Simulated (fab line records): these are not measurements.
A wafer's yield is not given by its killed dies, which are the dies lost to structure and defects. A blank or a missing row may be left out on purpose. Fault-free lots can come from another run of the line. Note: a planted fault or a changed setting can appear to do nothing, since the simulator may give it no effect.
What tool caused it?	flow sky130	45 wafers from 15 lots sampled at 3 of the route's 708 steps

## WHAT EACH GAUGE READ, for each wafer
SKY_VIA2_RS_MEAS_22: measures by four-point-probe.
lot	measured	on	VIA2_W_RS (ohm/sq)
L887	day 37 03:53	filmMetro-03	0.275 0.276 0.274
L889	day 37 11:36	filmMetro-03	0.277 0.272 0.275
L890	day 38 00:13	filmMetro-04	0.265 0.271 0.269
L893	day 38 13:55	filmMetro-04	0.279 0.274 0.278
L894	day 38 21:34	filmMetro-03	0.275 0.274 0.281
L895	day 39 08:23	filmMetro-04	0.275 0.272 0.271
L896	day 39 10:13	filmMetro-02	0.274 0.274 0.275
L900	day 40 17:52	filmMetro-04	0.273 0.270 0.275
L901	day 40 20:49	filmMetro-04	0.268 0.269 0.268
L902	day 41 03:49	filmMetro-03	0.275 0.273 0.271
L903	day 41 06:12	filmMetro-03	0.263 0.272 0.267
L904	day 41 10:17	filmMetro-03	0.274 0.275 0.271
L905	day 41 16:18	filmMetro-04	0.270 0.268 0.266
L906	day 42 02:25	filmMetro-04	0.275 0.270 0.278
L907	day 42 07:52	filmMetro-03	0.275 0.277 0.276

SKY_CAPM_OVL_MEAS_12.
lot	measured	on	CAPM_OVL (nm)
L887	day 38 06:45	overlay-01	-0.8 0.2 1.2
L889	day 38 13:09	overlay-02	0.1 0.4 -2.3
L890	day 39 02:02	overlay-01	-1.7 -0.4 -1.3
L893	day 39 15:07	overlay-02	1.7 2.7 2.0
L894	day 39 21:54	overlay-01	-0.4 1.5 0.4
L895	day 40 09:23	overlay-01	-0.3 -1.8 1.0
L896	day 40 11:24	overlay-01	0.8 0.8 -0.3
L900	day 41 17:58	overlay-01	1.5 -1.1 -2.9
L901	day 41 20:49	overlay-02	0.6 0.6 -1.2
L902	day 42 04:17	overlay-02	-0.4 0.3 -0.6
L903	day 42 06:03	overlay-02	-1.8 -1.5 -1.9
L904	day 42 10:34	overlay-01	0.6 1.1 2.1
L905	day 42 16:34	overlay-02	-0.4 -1.8 1.1
L906	day 43 01:51	overlay-02	0.2 2.6 1.8
L907	day 43 08:27	overlay-02	1.3 2.5 0.7

SKY_METAL4_OVL_MEAS_14.
lot	measured	on	METAL4_OVL (nm)
L887	day 42 13:05	overlay-02	-4 0 6
L889	day 42 17:04	overlay-02	-6 -14 -8
L890	day 43 05:44	overlay-01	7 -8 6
L893	day 43 18:18	overlay-01	4 -1 2
L894	day 44 01:15	overlay-01	2 3 -6
L895	day 44 12:16	overlay-02	1 4 4
L896	day 44 12:52	overlay-02	12 6 11
L900	day 45 18:50	overlay-02	-7 -1 1
L901	day 45 19:32	overlay-02	4 7 6
L902	day 46 03:53	overlay-02	-8 -3 2
L903	day 46 06:07	overlay-01	8 14 2
L904	day 46 11:52	overlay-02	-3 8 5
L905	day 46 16:27	overlay-02	4 -4 0
L906	day 46 22:02	overlay-01	-6 -10 1
L907	day 47 04:52	overlay-02	-4 -14 -3

## TOOL THAT RAN EACH LOT (tool first, then ch and the chambers of the sampled wafers, then the start)
No process step before these readings appears in the record.

## WHAT THE TOOLS THEMSELVES READ (means of the sampled wafers that have a number; where no wafer has one, the mark that the record gives instead)
The record holds no such reading with a usual standard deviation.

## THE ANSWER, worked out from the rows above alone
Rule: the lots themselves supply what counts as usual. Put in order of their means at a reading, lots are off if they are a third of the lots or fewer, leave a main group of 4 or more, and stand apart from it by a gap of 3 or more times the standard deviation of the main group's means; of several such gaps the widest counts. The tables above print the reading to a certain number of digits; a main group whose means all agree to those digits is not used. A lot without any number at a reading at which 4 lots or more have one is off too. All remaining lots with rows at the step are treated as sound. After the gauges, taken in route order, come the tools' own readings; for these a lot's mean is taken, as printed above. The first step at which some lot is off is used, and at that step the reading that is off furthest; a lot without a number counts as furthest.
Nothing can be told from this: no lot is off at any reading shown.

## WHAT THE SIMULATOR PUT IN
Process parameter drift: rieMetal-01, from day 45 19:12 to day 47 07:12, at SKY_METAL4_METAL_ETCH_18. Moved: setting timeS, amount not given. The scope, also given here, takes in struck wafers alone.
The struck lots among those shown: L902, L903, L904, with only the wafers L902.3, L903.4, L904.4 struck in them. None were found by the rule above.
